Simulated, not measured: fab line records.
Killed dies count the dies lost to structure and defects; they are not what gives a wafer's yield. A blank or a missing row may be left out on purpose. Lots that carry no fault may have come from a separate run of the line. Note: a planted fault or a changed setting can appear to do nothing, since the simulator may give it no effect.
Which tool did it?    flow sky130    14 lots with 42 wafers sampled at 4 steps, on a route of 708 steps

WHAT THE GAUGES SHOWED, per wafer
SKY_RES_PROTECT_TW_MEAS_08.
lot   measured      on             POLY_GATE_TW
L983  day 16 09:22  film-metro-03  3978 3984 3949
L984  day 16 14:04  film-metro-01  3995 3962 3961
L985  day 16 21:13  film-metro-01  3983 3973 3984
L987  day 17 10:33  film-metro-04  4038 3999 4026
L988  day 17 14:04  film-metro-01  3969 3970 3972
L990  day 17 14:23  film-metro-04  4014 4031 4012
L991  day 17 16:34  film-metro-04  4043 4032 4035
L992  day 17 16:53  film-metro-01  3968 3977 3977
L996  day 17 20:50  film-metro-04  4012 3999 4005
L997  day 23 22:38  film-metro-04  3992 3991 3985
L101  day 24 17:20  film-metro-04  4008 4031 4012
L103  day 24 18:14  film-metro-03  3931 3938 3948
L999  day 24 20:13  film-metro-03  3956 3970 3966
L105  day 25 02:58  film-metro-04  4028 4049 4033

SKY_POLY_GATE_THK_MEAS_21.
lot   measured      on             POLY_GATE_OXIDATION_THK (nm)
L983  day 17 19:56  film-metro-04  4.10 4.05 4.07
L984  day 18 02:35  film-metro-02  4.10 4.08 4.14
L985  day 18 08:16  film-metro-04  3.99 4.02 4.07
L987  day 18 20:47  film-metro-03  3.98 3.98 3.91
L988  day 19 00:53  film-metro-04  3.93 3.89 3.80
L990  day 19 04:18  film-metro-03  4.02 4.16 4.06
L991  day 19 04:17  film-metro-04  4.17 4.19 4.16
L992  day 19 04:22  film-metro-03  4.18 4.08 4.06
L996  day 19 07:58  film-metro-04  4.01 4.01 4.08
L997  day 25 08:15  film-metro-03  4.03 3.89 3.92
L101  day 26 04:31  film-metro-04  4.07 3.98 3.97
L103  day 26 04:52  film-metro-02  3.92 3.93 3.88
L999  day 26 06:32  film-metro-03  3.89 3.96 3.94
L105  day 26 13:38  film-metro-02  3.96 3.95 3.99

SKY_SD_P_TW_MEAS_11.
lot   measured      on             SD_P_TW
L983  day 27 00:27  film-metro-02  2858 2860 2873
L984  day 27 07:58  film-metro-03  2791 2785 2799
L985  day 27 12:41  film-metro-04  2819 2825 2818
L987  day 27 23:55  film-metro-03  2800 2805 2788
L988  day 28 03:31  film-metro-02  2876 2875 2881
L990  day 28 05:53  film-metro-02  2871 2877 2884
L991  day 28 05:25  film-metro-04  2824 2835 2833
L992  day 28 05:19  film-metro-03  2801 2801 2792
L996  day 28 08:25  film-metro-02  2890 2895 2893
L997  day 34 01:08  film-metro-03  2762 2775 2778
L101  day 34 14:57  film-metro-03  2774 2771 2764
L103  day 34 16:48  film-metro-03  2764 2777 2775
L999  day 34 19:42  film-metro-03  2776 2770 2772
L105  day 35 01:05  film-metro-02  2916 2888 2905

TOOL THAT RAN EACH LOT (tool first, then ch and the chambers of the sampled wafers, then the start)
lot   SKY_SD_P_DEHYDRATE_00
L983  litho-track-04 ch 0, day 26 09:28
L984  litho-track-02 ch 0, day 26 16:59
L985  litho-track-04 ch 0, day 26 21:35
L987  litho-track-04 ch 0, day 27 08:14
L988  litho-track-02 ch 0, day 27 11:59
L990  litho-track-03 ch 0, day 27 14:42
L991  litho-track-04 ch 0, day 27 14:13
L992  litho-track-02 ch 0, day 27 14:13
L996  litho-track-02 ch 0, day 27 17:41
L997  litho-track-04 ch 0, day 33 07:53
L101  litho-track-02 ch 0, day 34 00:41
L103  litho-track-02 ch 0, day 34 03:05
L999  litho-track-02 ch 0, day 34 05:32
L105  litho-track-02 ch 0, day 34 10:50
- SKY_SD_P_DEHYDRATE_00: time 60 s.

WHAT THE TOOLS THEMSELVES READ (means of the sampled wafers that have a number; where no wafer has one, the mark that the record gives instead)
SKY_SD_P_DEHYDRATE_00.
lot   tool            chill-plate-temp-C (C)  heater-power-total-W (W)  plate-temp-C (C)
L983  litho-track-04  22.97                   160.27                    200.04
L984  litho-track-02  23.05                   160.39                    200.15
L985  litho-track-04  23.10                   160.43                    200.14
L987  litho-track-04  22.95                   160.43                    200.09
L988  litho-track-02  23.03                   160.58                    200.07
L990  litho-track-03  22.96                   160.31                    199.97
L991  litho-track-04  22.98                   160.36                    199.94
L992  litho-track-02  23.12                   160.33                    199.77
L996  litho-track-02  22.96                   160.31                    199.99
L997  litho-track-04  22.93                   160.22                    199.89
L101  litho-track-02  22.87                   160.54                    200.00
L103  litho-track-02  22.91                   153.88                    193.69
L999  litho-track-02  23.01                   153.87                    193.39
L105  litho-track-02  23.04                   153.92                    193.46

THE ANSWER, worked out from the rows above alone
Rule: usual is defined by the lots themselves. The widest of any qualifying gaps counts: lots, ordered by their means at a reading, are off when they make up no more than a third of the lots, leave a main group of 4 or more, and stand apart from it by 3 or more times the standard deviation of that group's means. The tables above print the reading to a certain number of digits; a main group whose means all agree to those digits is not used. Also off: a lot with no number at a reading for which 4 or more lots have one. Where the step has rows for the other lots, those lots are counted as sound. First the gauges in route order, then the tools' own readings, where a lot's mean is used as printed above. At the first step where some lot is off, the reading lying furthest off is the one used; lots without a number count as furthest.
Off at SKY_SD_P_DEHYDRATE_00 (heater-power-total-W): L103, L999, L105. The main group has a mean of 160.38 W with a standard deviation of 0.1.
If a tool, at that step or one of the process steps before it, ran each lot that is off and ran no sound lot following the first of them, it fits. One candidate fits, namely litho-track-02 at SKY_SD_P_DEHYDRATE_00. A fault onset in the window from L101 (day 34 00:41, its last sound lot) to L103 (day 34 03:05, its first lot off) fits.
The tool's own readings at SKY_SD_P_DEHYDRATE_00 bear it out: on the lots that are off they differ by more than 5 times the standard deviation of the sound lots' means. heater-power-total-W reads 153.89 W there against 160.38 W on the sound lots; plate-temp-C reads 193.51 C there against 200.00 C on the sound lots.

WHAT HAD BEEN PUT IN BY THE SIMULATOR
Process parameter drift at SKY_SD_P_DEHYDRATE_00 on litho-track-02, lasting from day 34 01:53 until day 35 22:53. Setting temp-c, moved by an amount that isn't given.
Shown lots that were struck: L103, L999, L105. The rule above found the same.
